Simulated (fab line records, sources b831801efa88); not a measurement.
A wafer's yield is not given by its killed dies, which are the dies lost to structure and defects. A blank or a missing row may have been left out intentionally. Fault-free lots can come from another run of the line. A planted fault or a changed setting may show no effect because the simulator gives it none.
Comparing a struck lot with a sound one + flow gf180mcu + 15 steps out of a route of 602
Sound: wafers L757.2, L757.4, L757.6. Struck: wafer L769.5 (L769.1, L769.6, from the same lot, were not struck and are left out); the cause is given at the end.
Each step with rows lists, per side, the tool, then ch with its chambers, then its first start. Under that, the readings that differ: sound wafers + struck wafers + difference of the means + sigmas: that difference in standard deviations of wafers without a fault.
alike: same words and numbers on both sides, and readings whose means sit less than 2 such deviations apart. not compared: any withheld reading, any reading some wafer has no value for, any bound like >300 that may hide the same value, and any number with overlapping values for which the record gives no deviation.
Wherever a step has rows on one side only, a row that says differs or no value, or a row with sigmas, the two part there. Numbers that don't overlap but have no deviation are shown without sigmas and don't part them. A reading missing from all wafers of one side parts the sides only when that side holds two or more wafers.

GF_M4_SPUTTER_04: material TiN, target thk 50 nm, time 41.7 s.
  struck on pvdSputter-02, day 27 17:52; sound on pvdSputter-02, day 24 01:06
  alike: throttleValvePct
GF_M4_RS_MEAS_05: uses a four-point probe to measure.
  struck on filmMetro-03, day 27 17:54; sound on filmMetro-03, day 24 01:10
  alike: M4_ALCU_RS
GF_M4_THK_MEAS_06: measures by xrf.
  struck on filmMetro-03, day 27 18:01; sound on filmMetro-03, day 24 01:16
  alike: M4_ALCU_THK
then, 7 steps without rows for these wafers: GF_M4_DEHYDRATE_07 (time 60 s); GF_M4_HMDS_08 (prime time 60 s); GF_M4_COAT_09 (resist thk 1000 nm); GF_M4_SOFTBAKE_10 (time 60 s); GF_M4_EXPOSE_11 (exposes mask Metal4, target cd 280 nm); GF_M4_PEB_12 (peb time 90 s); GF_M4_DEVELOP_13 (develop time 60 s).
GF_M4_CD_MEAS_14: target cd 280 nm.
  struck on cdSem-02, day 28 13:24; sound on cdSem-01, day 24 22:50
| reading   | sound             | struck | difference | sigmas |
|-----------|-------------------|--------|------------|--------|
| cdNm (nm) | 279.8 279.2 277.9 | 281.2  | +2.2       | +2     |
GF_M4_OVL_MEAS_15:
  struck on overlay-02, day 28 13:31; sound on overlay-01, day 24 22:56
  alike: M4_OVL
GF_M4_METAL_ETCH_16: etches the open film in Cl2/BCl3, stops on SiO2, target depth 750.8 nm, time 125.1 s.
  sound on rieMetal-03 ch 0,1, day 24 22:58; struck on rieMetal-04 ch 1, day 28 13:34
| reading                            | sound                | struck | difference | sigmas |
|------------------------------------|----------------------|--------|------------|--------|
| oesProductAu (a.u.)                | 0.997 0.999 0.996    | 0.798  | -0.199     | -39    |
| throttleValvePct (%)               | 28.242 28.248 28.216 | 28.445 | +0.210     | +21    |
| model.KrF_of_M4_COAT_09.thkNm (nm) | 681.8 680.6 684.9    | 780.7  | +98.3      |        |
  alike: drypumpMotorCurrentA
  not compared: rfHoursCounterH
GF_M4_STRIP_17: strips in O2/N2.
  sound on plasmaAsher-03 ch 0,1, day 24 23:05; struck on plasmaAsher-03 ch 0, day 28 13:41
| reading                  | sound             | struck | difference | sigmas |
|--------------------------|-------------------|--------|------------|--------|
| oesProductAu (a.u.)      | 0.539 0.531 0.535 | 0.581  | +0.046     | +9     |
| stripTimeToEndpointS (s) | 7.36 7.36 7.39    | 8.32   | +0.95      | +23    |
  alike: drypumpMotorCurrentA, heaterPowerW
  not compared: rfHoursCounterH
then, 1 step without rows for these wafers: GF_M4_STRIP_18 (strips in post etch residue remover, time 1200 s).

## WHERE THEY PART
At GF_M4_CD_MEAS_14 first; at GF_M4_STRIP_17 last (within this record only).

WHY: the cause the simulator had injected
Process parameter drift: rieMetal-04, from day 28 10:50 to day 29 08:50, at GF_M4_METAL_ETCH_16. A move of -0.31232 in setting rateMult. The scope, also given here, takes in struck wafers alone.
